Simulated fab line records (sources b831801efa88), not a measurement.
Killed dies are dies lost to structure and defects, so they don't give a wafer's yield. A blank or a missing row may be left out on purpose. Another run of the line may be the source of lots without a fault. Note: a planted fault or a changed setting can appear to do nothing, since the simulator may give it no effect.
Comparing a struck lot with a sound one ; flow sky130 ; 15 out of 708 route steps
Sound: these wafers, L833.1, L833.3, L833.4. Struck: wafers L846.3, L846.5, L846.6. The cause is named last.
At each step with rows: each side's tool, then ch and its chambers, then its first start. Under that, the readings that differ: sound wafers ; struck wafers ; difference of the means ; sigmas: that difference in standard deviations of wafers without a fault.
alike: a reading whose means differ by less than 2 such deviations, as well as words and numbers matching on both sides. not compared: withheld readings; readings where some wafer has no value; bounds like >300 that might hide an equal value; numbers whose values overlap and for which the record gives no deviation.
Wherever a step has rows on one side only, a row that says differs or no value, or a row with sigmas, the two part there. Numbers that don't overlap but have no deviation are shown without sigmas and don't part them. A reading missing from all wafers of one side parts the sides only when that side holds two or more wafers.

first, 7 steps without rows for these wafers: SKY_LDD_LDN_DEHYDRATE_00 (time 60 s); SKY_LDD_LDN_HMDS_01 (prime time 60 s); SKY_LDD_LDN_COAT_02 (resist thk 1140 nm); SKY_LDD_LDN_SOFTBAKE_03 (time 60 s); SKY_LDD_LDN_EXPOSE_04 (exposes mask LDNTM, target cd 700 nm); SKY_LDD_LDN_PEB_05; SKY_LDD_LDN_DEVELOP_06 (develop time 60 s).
SKY_LDD_LDN_OVL_MEAS_07:
  struck on overlay-01, day 28 07:47; sound on overlay-01, day 23 16:56
  alike: LDD_LDN_OVL
then, 4 steps without rows for these wafers: SKY_LDD_LDN_IMPLANT_08; SKY_LDD_LDN_IMPLANT_09; SKY_LDD_LDN_IMPLANT_10; SKY_LDD_LDN_IMPLANT_11.
SKY_LDD_LDN_STRIP_12: strips in O2/N2.
  sound on plasma asher-04 ch 0,1, day 23 17:34; struck on plasma asher-01 ch 0,1, day 28 08:26
  no value came back on the struck wafers for any of 5 readings (chamber pressure mTorr (mTorr), drypump motor current A (A) and others); on the sound wafers chamber pressure mTorr (mTorr) reads 1498.8 1500.2 1498.9
reading;sound;struck;difference;sigmas
model.NOVOLAK_of_LDD_LDN_COAT_02.thk nm (nm);0 0 0;1141 1143 1142;+1142;
  not compared: rf hours counter h
SKY_LDD_LDN_TW_MEAS_13:
  struck on film metro-04, day 28 08:32; sound on film metro-04, day 23 17:40
  alike: LDD_LDN_TW
-- here the record skips 21 days between the struck wafers' starts before and after, leaving off in module LDD_LDN and picking up in module PAD_OPEN (first step shown: number 708 of the route) --
SKY_PAD_OPEN_PROBE_99:
  struck on prober-02, day 49 13:45; sound on prober-02, day 46 05:48
reading;sound;struck;difference;sigmas
killed at front end;19 9;412 409 413;+397;+99 or more
killed dies;81 86;492 492 492;+408;+44
killed on rim;18 17;96 96 96;+78;+22
killed short;39 29;40 51 49;+13;+2
  alike: killed_at_M0_to_M3, killed_at_M4_up, killed at contacts, killed at other, killed open

## WHERE THEY PART
Earliest at SKY_LDD_LDN_STRIP_12; latest, in this record, at SKY_PAD_OPEN_PROBE_99.

WHY: whatever the simulator had introduced
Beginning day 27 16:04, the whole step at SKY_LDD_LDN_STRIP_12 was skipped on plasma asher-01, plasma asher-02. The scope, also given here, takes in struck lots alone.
